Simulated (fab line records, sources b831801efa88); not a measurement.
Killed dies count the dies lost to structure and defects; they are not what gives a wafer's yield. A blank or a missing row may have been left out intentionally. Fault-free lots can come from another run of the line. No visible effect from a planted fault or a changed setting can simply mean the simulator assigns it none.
2 desks looking at one fault / flow gf180mcu / only its own numbers are on each desk; what lay behind them is given at the end

## AT THE METROLOGY DESK
What the gauges read, lot by lot, whatever tool the lot ran on: means of the sampled wafers that have a number. A lot is out of limits, marked OUT, if its mean lies more than 4 standard deviations from the usual mean; the brackets give that distance.
Columns: A = STI_OXIDATION_01_THK at GF_STI_THK_MEAS_22, usual 15.09 nm; B = NSD_RS at GF_PSD_RS_MEAS_14, usual 46.18 ohm/sq; C = M1_OVL at GF_M1_OVL_MEAS_15, usual -1 nm
lot=L879; first seen here=day 2 09:38; A=15.09; B=46.13; C=-1
lot=L880; first seen here=day 2 15:44; A=15.24; B=46.17; C=1
lot=L881; first seen here=day 2 18:52; A=14.66; B=46.21; C=-2
lot=L883; first seen here=day 3 06:01; A=15.12; B=46.12; C=-2
lot=L884; first seen here=day 3 10:43; A=15.21; B=46.27; C=-1
lot=L885; first seen here=day 3 15:44; A=15.10; B=46.24; C=-5
lot=L886; first seen here=day 3 21:13; A=15.03; B=46.19; C=-0
lot=L891; first seen here=day 4 22:03; A=15.15; B=47.06 (+9.7) OUT; C=1
lot=L892; first seen here=day 5 02:59; A=15.20; B=47.15 (+11) OUT; C=-1
lot=L893; first seen here=day 5 08:41; A=15.22; B=47.04 (+9.5) OUT; C=-10
lot=L896; first seen here=day 6 05:26; A=14.92; B=46.17; C=-3
lot=L898; first seen here=day 6 12:21; A=15.11; B=46.18; C=-2
lot=L900; first seen here=day 7 02:56; A=15.33; B=46.11; C=3
lot=L901; first seen here=day 7 03:39; A=14.82; B=46.11; C=0
This desk finds L891, L892, L893 out of limits, with the earliest case on L891 at day 18 15:47 (NSD_RS at GF_PSD_RS_MEAS_14). In limits: L879, L880, L881, L883, L884, L885, L886, L896, L898, L900, L901.

## FOR THE TOOL OWNER'S DESK: implanter-02
GF_NSD_IMPLANT_10, tool's own readings: per-lot mean of the sampled wafers with a number, covering each lot this tool ran. A lot is out of limits, marked OUT, if its mean lies more than 4 standard deviations from the usual mean; the brackets give that distance.
Columns: A = dose_ions_cm2 at GF_NSD_IMPLANT_10, usual 5e+14; B = end_station_pressure_torr at GF_NSD_IMPLANT_10, usual 7.3e-06 Torr; C = faraday_current_uA at GF_NSD_IMPLANT_10, usual 2793
lot=L879; first seen here=day 13 17:57; A=5e+14; B=7.6e-06; C=2766
lot=L886; first seen here=day 16 02:57; A=5e+14; B=7.5e-06; C=2836
lot=L891; first seen here=day 17 15:07; A=4e+14 (-99 or more) OUT; B=7.2e-06; C=2412 (-6.9) OUT
lot=L892; first seen here=day 18 04:18; A=4e+14 (-99 or more) OUT; B=6.9e-06; C=2404 (-7.1) OUT
lot=L893; first seen here=day 18 11:47; A=4e+14 (-99 or more) OUT; B=6.9e-06; C=2383 (-7.4) OUT
lot=L900; first seen here=day 21 09:53; A=5e+14; B=7.7e-06; C=2762
Finding of this desk: L891, L892, L893 out of limits; the first was L891 at day 17 15:07, on dose_ions_cm2 at GF_NSD_IMPLANT_10. In limits: L879, L886, L900.

## ALL TOGETHER
On L891, L892, L893, at day 17 15:07, an alarm was possible from the tool owner's desk.
Metrology desk: alarm possible at day 18 15:47 on L891, L892, L893.
All the named lots went through GF_NSD_IMPLANT_10 on implanter-02.

## WHAT THE SIMULATOR HAD INSERTED
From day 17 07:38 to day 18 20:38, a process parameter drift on implanter-02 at GF_NSD_IMPLANT_10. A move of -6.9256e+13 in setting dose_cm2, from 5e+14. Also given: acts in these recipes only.
Shown lots that were struck: L891, L892, L893.
Time in hours from fault onset to the first out-of-limits reading at each desk: tool owner's desk 7, metrology desk 32.
